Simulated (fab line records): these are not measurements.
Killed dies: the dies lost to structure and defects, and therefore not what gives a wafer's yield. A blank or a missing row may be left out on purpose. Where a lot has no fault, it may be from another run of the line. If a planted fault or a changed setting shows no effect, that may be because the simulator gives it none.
The same fault as seen by 2 desks | flow gf180mcu | what lay behind the numbers comes last; until then each desk has only its own

== AT THE METROLOGY DESK ==
Means of the sampled wafers that have a number, per lot and without regard to the tool the lot ran on: this is what the gauges read. Any lot whose mean is over 4 standard deviations away from the usual mean is out of limits and marked OUT; that distance is given in the brackets.
Columns: A = V5_CVD_00_THK at GF_V5_THK_MEAS_01, usual 299.3 nm; B = V5_CVD_02_THK at GF_V5_THK_MEAS_03, usual 1448 nm; C = V5_BOW at GF_V5_BOW_MEAS_05, usual 134 um; D = cd nm at GF_V5_CD_MEAS_14, usual 260.2 nm; E = V5_OVL at GF_V5_OVL_MEAS_15, usual -4 nm
lot  | first seen here | A     | B    | C   | D     | E
L544 | day 26 13:13    | 299.5 | 1446 | 139 | 259.8 | -10
L546 | day 27 23:55    | 299.3 | 1431 | 122 | 261.0 | -6
L559 | day 31 11:32    | 303.4 | 1457 | 144 | 260.4 | -8
L561 | day 32 00:23    | 301.8 | 1436 | 156 | 259.4 | -4
L564 | day 32 12:23    | 297.2 | 1455 | 135 | 260.2 | -9
L566 | day 33 02:59    | 298.0 | 1455 | 142 | 260.1 | -7
This desk found nothing out of limits on any of the 6 lots.

== THE TOOL OWNER'S DESK: litho track-02 ==
At GF_V5_SOFTBAKE_10 (time 60 s), the tool's own readings, given per lot that ran on this tool as the mean of the sampled wafers with a number. Any lot whose mean is over 4 standard deviations away from the usual mean is out of limits and marked OUT; that distance is given in the brackets.
Columns: A = heater power total W at GF_V5_SOFTBAKE_10, usual 93.05 W; B = run length s at GF_V5_SOFTBAKE_10, usual 89.03 s
lot  | first seen here | A               | B
L546 | day 28 09:00    | 93.05           | 88.99
L559 | day 31 19:00    | 95.61 (+39) OUT | 84.60 (-32) OUT
L561 | day 32 09:00    | 95.60 (+39) OUT | 84.51 (-32) OUT
This desk finds L559, L561 out of limits, L559 being first, at day 31 19:00 (heater power total W at GF_V5_SOFTBAKE_10). L546 stayed within limits.

== TAKEN TOGETHER ==
On L559, L561, at day 31 19:00, an alarm was possible from the tool owner's desk.
Metrology desk: nothing out of limits seen.
The metrology desk holds a record of L559, L561, inside its limits.
On litho track-02, each named lot ran GF_V5_SOFTBAKE_10.

== WHAT THE SIMULATOR HAD PUT IN ==
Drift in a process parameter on litho track-02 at GF_V5_SOFTBAKE_10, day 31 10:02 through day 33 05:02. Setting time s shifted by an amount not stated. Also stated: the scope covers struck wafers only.
Lots struck among those shown: L559, L561.
How many hours passed from the start of the fault until each desk's first out-of-limits reading: the tool owner's desk, 9.
